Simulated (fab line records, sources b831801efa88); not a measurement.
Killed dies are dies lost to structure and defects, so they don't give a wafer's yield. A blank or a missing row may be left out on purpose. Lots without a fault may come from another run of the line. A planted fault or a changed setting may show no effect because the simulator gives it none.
A struck lot beside a sound one | flow sfq_line | 14 steps out of a route of 325
Sound: wafers L631.1, L631.2, L631.3. Struck: wafer L640.2. (L640.1, L640.3 of the same lot were not struck and are left out.) The cause comes at the end.
At each step with rows: each side's tool, then ch and its chambers, then its first start. Under that, the readings that differ: sound wafers | struck wafers | difference of the means | sigmas: that difference in standard deviations of wafers without a fault.
alike: readings whose means differ by less than 2 such deviations, and words and numbers that are the same on both sides. not compared: withheld readings, readings that some wafer has no value for, bounds like >300 that may hide the same value, and numbers for which the record gives no deviation and whose values overlap.
The two part at a step that has a row with sigmas, a row that says differs or no value, or rows on one side only. Numbers that don't overlap but have no deviation are shown without sigmas and don't part them. A reading that every wafer of one side lacks parts them only if that side has two wafers or more.

SFQ_INCOMING_BOW_MEAS_900:
  sound on film_metro-03, day 1 10:00; struck on film_metro-02, day 3 07:00
  alike: INCOMING_BOW
then, 1 step without rows for these wafers: SFQ_TRILAYER_INCOMING_OXIDATION_002 (target thk 500 nm, ox time 4939 s).
SFQ_TRILAYER_L0_DEP_SPUTTER_003: material MoNx KI, target thk 40 nm, time 100 s.
  sound on pvd_sputter-03, day 1 12:29; struck on pvd_sputter-03, day 3 09:29
  alike: throttle_valve_pct
SFQ_L0_RS_MEAS_901: measures by four-point-probe.
  sound on film_metro-02, day 1 12:34; struck on film_metro-04, day 3 09:34
  reading                | sound          | struck | difference | sigmas
  L0_MONX_KI_RS (ohm/sq) | 43.3 43.2 43.0 | 60.8   | +17.6      | +36
SFQ_L0_THK_MEAS_902: measures by xrf.
  sound on film_metro-02, day 1 12:41; struck on film_metro-04, day 3 09:41
  reading             | sound          | struck | difference | sigmas
  L0_MONX_KI_THK (nm) | 40.4 40.3 40.6 | 31.7   | -8.7       | -19
then, 6 steps without rows for these wafers: SFQ_TRILAYER_L0_LITHO_COAT_010 (resist thk 62 nm); SFQ_TRILAYER_L0_LITHO_COAT_005 (resist thk 600 nm); SFQ_TRILAYER_L0_LITHO_SOFTBAKE_009; SFQ_TRILAYER_L0_LITHO_EXPOSE_006 (exposes mask L0, target cd 2000 nm); SFQ_TRILAYER_L0_LITHO_PEB_008 (peb time 60 s); SFQ_TRILAYER_L0_LITHO_DEVELOP_007 (time 60 s).
-- the record jumps here: 3 days lie between the struck wafers' starts before and after --
SFQ_TRILAYER_L0_BARC_OPEN_METAL_ETCH_010: etches BARC in O2, target depth 125 nm, time 41.7 s.
  sound on rie_metal-02 ch 0,1, day 4 05:33; struck on rie_metal-04 ch 1, day 6 03:09
  reading               | sound             | struck | difference | sigmas
  oes_product_au (a.u.) | 0.688 0.673 0.682 | 0.691  | +0.010     | +2
  alike: drypump_motor_current_A
  not compared: rf_hours_counter_h
SFQ_TRILAYER_L0_ETCH_METAL_ETCH_008: etches MoNx KI in SF6/O2, stops on SiO2, target depth 50 nm, time 25 s.
  sound on rie_metal-02 ch 0,1, day 4 05:37; struck on rie_metal-04 ch 1, day 6 03:13
  reading               | sound             | struck | difference | sigmas
  oes_product_au (a.u.) | 0.880 0.876 0.874 | 0.770  | -0.107     | -15
  alike: drypump_motor_current_A
  not compared: rf_hours_counter_h
SFQ_TRILAYER_L0_STRIP_STRIP_009: strips in O2.
  sound on rie_metal-02 ch 0,1, day 4 05:39; struck on rie_metal-04 ch 1, day 6 03:15
  alike: drypump_motor_current_A, oes_product_au
  not compared: rf_hours_counter_h

WHERE THEY PART
First at SFQ_L0_RS_MEAS_901; last, within this record, at SFQ_TRILAYER_L0_ETCH_METAL_ETCH_008. Later steps at which nothing parts them and some readings are alike: SFQ_TRILAYER_L0_STRIP_STRIP_009.

WHY: what the simulator had put in
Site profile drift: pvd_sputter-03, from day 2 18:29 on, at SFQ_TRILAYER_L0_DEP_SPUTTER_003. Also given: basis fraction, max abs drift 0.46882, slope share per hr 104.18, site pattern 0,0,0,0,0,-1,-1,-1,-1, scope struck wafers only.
